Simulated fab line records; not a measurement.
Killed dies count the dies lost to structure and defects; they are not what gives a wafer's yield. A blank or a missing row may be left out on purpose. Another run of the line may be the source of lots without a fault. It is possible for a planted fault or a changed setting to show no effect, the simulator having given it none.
Which tool was responsible?    flow gf180mcu    Sampling: 12 lots, 36 wafers, 6 of 602 route steps

WHAT THE GAUGES SHOWED, per wafer
GF_M3_OVL_MEAS_15. Usual: M3_OVL typically reads 2 nm, with standard deviation 4.8.
lot   measured      on          M3_OVL (nm)  flag
L359  day 21 06:43  overlay-02  -3 -10 0     
L360  day 21 18:47  overlay-01  6 7 -3       
L361  day 22 10:58  overlay-01  -6 0 -4      
L362  day 22 22:23  overlay-02  6 5 3        
L371  day 25 22:49  overlay-02  3 -2 2       
L376  day 27 17:58  overlay-02  2 9 -1       
L377  day 28 16:07  overlay-02  6 -1 3       
L379  day 28 16:28  overlay-01  13 6 9       
L380  day 28 17:01  overlay-02  -3 2 5       
L378  day 28 17:14  overlay-01  0 -4 -3      
L381  day 28 17:40  overlay-01  7 5 -3       
L382  day 29 10:58  overlay-01  -7 -1 0      

GF_M4_RS_MEAS_05: measurement is done with a four-point probe. Usual: M4_ALCU_RS typically reads 0.0694 ohm/sq, with standard deviation 0.0009.
lot   measured      on            M4_ALCU_RS (ohm/sq)   flag
L359  day 22 09:22  filmMetro-03  0.0693 0.0703 0.0702  
L360  day 22 21:44  filmMetro-03  0.0685 0.0696 0.0704  
L361  day 23 13:38  filmMetro-03  0.0699 0.0707 0.0701  
L362  day 24 00:50  filmMetro-02  0.0687 0.0687 0.0687  
L371  day 26 22:29  filmMetro-03  0.0648 0.0677 0.0651  OFF
L376  day 28 17:10  filmMetro-01  0.0706 0.0706 0.0711  
L377  day 29 17:43  filmMetro-03  0.0682 0.0687 0.0685  
L379  day 29 14:43  filmMetro-02  0.0704 0.0700 0.0695  
L380  day 29 15:02  filmMetro-01  0.0712 0.0700 0.0705  
L378  day 29 15:26  filmMetro-02  0.0698 0.0687 0.0697  
L381  day 29 16:08  filmMetro-02  0.0687 0.0707 0.0706  
L382  day 30 09:58  filmMetro-03  0.0699 0.0697 0.0692  

GF_M4_THK_MEAS_06: measures by xrf. Usual: M4_ALCU_THK typically reads 451 nm, with standard deviation 6.3.
lot   measured      on            M4_ALCU_THK (nm)  flag
L359  day 22 09:29  filmMetro-03  452 446 448       
L360  day 22 21:51  filmMetro-03  455 448 445       
L361  day 23 13:45  filmMetro-03  447 443 446       
L362  day 24 00:56  filmMetro-02  458 459 457       
L371  day 26 22:37  filmMetro-03  481 461 478       OFF
L376  day 28 17:16  filmMetro-01  445 446 442       
L377  day 29 17:50  filmMetro-03  456 453 453       
L379  day 29 14:50  filmMetro-02  445 449 451       
L380  day 29 15:08  filmMetro-01  443 452 444       
L378  day 29 15:34  filmMetro-02  449 457 450       
L381  day 29 16:15  filmMetro-02  458 442 445       
L382  day 30 10:04  filmMetro-03  448 448 449       

EACH LOT AND THE TOOL THAT RAN IT (in order: tool; ch and the chambers of the sampled wafers; start)
lot   GF_V3_SPUTTER_22             GF_M4_SPUTTER_00             GF_M4_SPUTTER_02
L359  pvdSputter-03, day 22 08:31  pvdSputter-02, day 22 09:09  pvdSputter-02, day 22 09:17
L360  pvdSputter-04, day 22 20:40  pvdSputter-01, day 22 21:30  pvdSputter-01, day 22 21:38
L361  pvdSputter-04, day 23 12:40  pvdSputter-04, day 23 13:24  pvdSputter-04, day 23 13:32
L362  pvdSputter-01, day 23 23:50  pvdSputter-02, day 24 00:35  pvdSputter-02, day 24 00:43
L371  pvdSputter-03, day 26 21:19  pvdSputter-04, day 26 22:16  pvdSputter-04, day 26 22:24
L376  pvdSputter-04, day 28 16:11  pvdSputter-01, day 28 16:55  pvdSputter-01, day 28 17:03
L377  pvdSputter-03, day 29 13:48  pvdSputter-04, day 29 14:40  pvdSputter-04, day 29 17:38
L379  pvdSputter-04, day 29 13:52  pvdSputter-02, day 29 14:29  pvdSputter-02, day 29 14:37
L380  pvdSputter-01, day 29 14:04  pvdSputter-01, day 29 14:47  pvdSputter-01, day 29 14:55
L378  pvdSputter-03, day 29 14:29  pvdSputter-02, day 29 15:13  pvdSputter-02, day 29 15:21
L381  pvdSputter-03, day 29 15:17  pvdSputter-01, day 29 15:55  pvdSputter-01, day 29 16:02
L382  pvdSputter-04, day 30 09:04  pvdSputter-02, day 30 09:42  pvdSputter-02, day 30 09:50
- GF_V3_SPUTTER_22: material TiN, target thk 10 nm, time 40 s.
- GF_M4_SPUTTER_00: material Ti, target thk 37.5 nm, time 150 s.
- GF_M4_SPUTTER_02: material AlCu, target thk 450 nm, time 23.9 s.

AS READ BY THE TOOLS THEMSELVES (means over the sampled wafers that have a number; for cases with no such wafer, the mark the record gives instead)
GF_V3_SPUTTER_22. Usual: throttleValvePct reads 29.6 % (standard deviation 0.74).
lot   tool           throttleValvePct (%)  flag
L359  pvdSputter-03  29.9                  
L360  pvdSputter-04  29.7                  
L361  pvdSputter-04  29.9                  
L362  pvdSputter-01  29.7                  
L371  pvdSputter-03  29.8                  
L376  pvdSputter-04  29.9                  
L377  pvdSputter-03  29.7                  
L379  pvdSputter-04  29.0                  
L380  pvdSputter-01  29.0                  
L378  pvdSputter-03  29.4                  
L381  pvdSputter-03  29.5                  
L382  pvdSputter-04  29.0                  

GF_M4_SPUTTER_00. Usual: throttleValvePct reads 29.7 % (standard deviation 0.82).
lot   tool           throttleValvePct (%)  flag
L359  pvdSputter-02  30.1                  
L360  pvdSputter-01  29.6                  
L361  pvdSputter-04  29.1                  
L362  pvdSputter-02  30.5                  
L371  pvdSputter-04  29.7                  
L376  pvdSputter-01  29.4                  
L377  pvdSputter-04  29.1                  
L379  pvdSputter-02  30.3                  
L380  pvdSputter-01  29.9                  
L378  pvdSputter-02  29.9                  
L381  pvdSputter-01  29.2                  
L382  pvdSputter-02  30.2                  

GF_M4_SPUTTER_02. Usual: throttleValvePct reads 29.7 % (standard deviation 0.79).
lot   tool           throttleValvePct (%)  flag
L359  pvdSputter-02  29.9                  
L360  pvdSputter-01  29.7                  
L361  pvdSputter-04  29.0                  
L362  pvdSputter-02  30.4                  
L371  pvdSputter-04  29.7                  
L376  pvdSputter-01  29.3                  
L377  pvdSputter-04  29.1                  
L379  pvdSputter-02  30.3                  
L380  pvdSputter-01  29.8                  
L378  pvdSputter-02  29.9                  
L381  pvdSputter-01  29.2                  
L382  pvdSputter-02  29.9                  

THE ANSWER, worked out from the rows above alone
Rule: a lot counts as off when the mean over its wafers that have a number is more than 3 standard deviations away from the usual mean. A lot without any number at a reading at which 4 lots or more have one is off too. Any other lot the step has rows for is counted as sound. The gauges are gone through in route order, then the tools' own readings, and for those a lot's mean is taken as printed above. The first step at which some lot is off is used, and at that step the reading that is off furthest; a lot without a number counts as furthest.
Off: L371, at GF_M4_RS_MEAS_05 (M4_ALCU_RS).
A tool fits if, at a process step before that reading, it ran every lot that is off, and no sound lot after the first of them. Those tools and the gauges at GF_M4_RS_MEAS_05 are tried in the same way. None of those tried fits.

WHAT WAS PUT IN BY THE SIMULATOR
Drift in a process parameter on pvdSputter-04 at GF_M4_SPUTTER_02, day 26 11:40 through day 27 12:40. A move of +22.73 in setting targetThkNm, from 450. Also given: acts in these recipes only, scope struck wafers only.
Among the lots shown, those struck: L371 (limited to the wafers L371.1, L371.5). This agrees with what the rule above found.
